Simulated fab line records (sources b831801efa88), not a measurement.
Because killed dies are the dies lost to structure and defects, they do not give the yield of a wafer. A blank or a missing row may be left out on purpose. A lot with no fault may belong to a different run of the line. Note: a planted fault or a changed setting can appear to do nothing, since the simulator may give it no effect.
One fault seen from 2 desks -- flow gf180mcu -- what lay behind the numbers comes last; until then each desk has only its own

## DESK OF THE TOOL OWNER: rie_diel-01
The tool's own readings at GF_HV_LDD_ETCHBACK_58 (etches Si3N4 in CH3F/O2, stops on SiO2, time 100 s, target depth 90 nm): means of the sampled wafers that have a number, for each lot that ran on this tool. The brackets show how far a lot's mean lies from the usual mean; more than 4 standard deviations puts the lot out of limits, marked OUT.
Columns: A = O2_flow_sccm at GF_HV_LDD_ETCHBACK_58, usual 30.00 sccm; B = bias_w at GF_HV_LDD_ETCHBACK_58, usual 79.95 W; C = drypump_motor_current_A at GF_HV_LDD_ETCHBACK_58, usual 5.4 A; D = oes_product_au at GF_HV_LDD_ETCHBACK_58, usual 0.843 a.u.; E = throttle_valve_pct at GF_HV_LDD_ETCHBACK_58, usual 10.561 %
lot,first seen here,A,B,C,D,E
L569,day 13 11:53,29.91,80.00,5.2,0.842,10.563
L579,day 17 05:18,29.89,80.19,5.1,0.851,10.567
L583,day 18 06:29,29.99,80.13,4.9,0.847,10.558
L587,day 19 13:46,30.07,79.87,5.1,0.842,10.556
Finding of this desk: none of the 4 lots has anything out of limits.

## AT THE METROLOGY DESK
Means of the sampled wafers that have a number, per lot and without regard to the tool the lot ran on: this is what the gauges read. The brackets show how far a lot's mean lies from the usual mean; more than 4 standard deviations puts the lot out of limits, marked OUT.
Columns: A = SALICIDE_TIN_THK at GF_SALICIDE_THK_MEAS_05, usual 19.95 nm
lot,first seen here,A
L567,day 15 12:35,19.82
L568,day 15 17:50,20.05
L569,day 16 05:22,19.83
L573,day 17 14:26,20.04
L576,day 18 18:44,19.88
L577,day 19 03:41,19.86
L579,day 20 05:24,20.18
L580,day 20 17:15,19.87
L582,day 21 03:22,19.88
L583,day 21 07:50,20.00
L587,day 22 14:43,20.00
Finding of this desk: none of the 11 lots has anything out of limits.

## TAKEN TOGETHER
Nothing out of limits was seen by the tool owner's desk.
At the metrology desk, nothing out of limits was observed.

## WHAT WAS PUT IN BY THE SIMULATOR
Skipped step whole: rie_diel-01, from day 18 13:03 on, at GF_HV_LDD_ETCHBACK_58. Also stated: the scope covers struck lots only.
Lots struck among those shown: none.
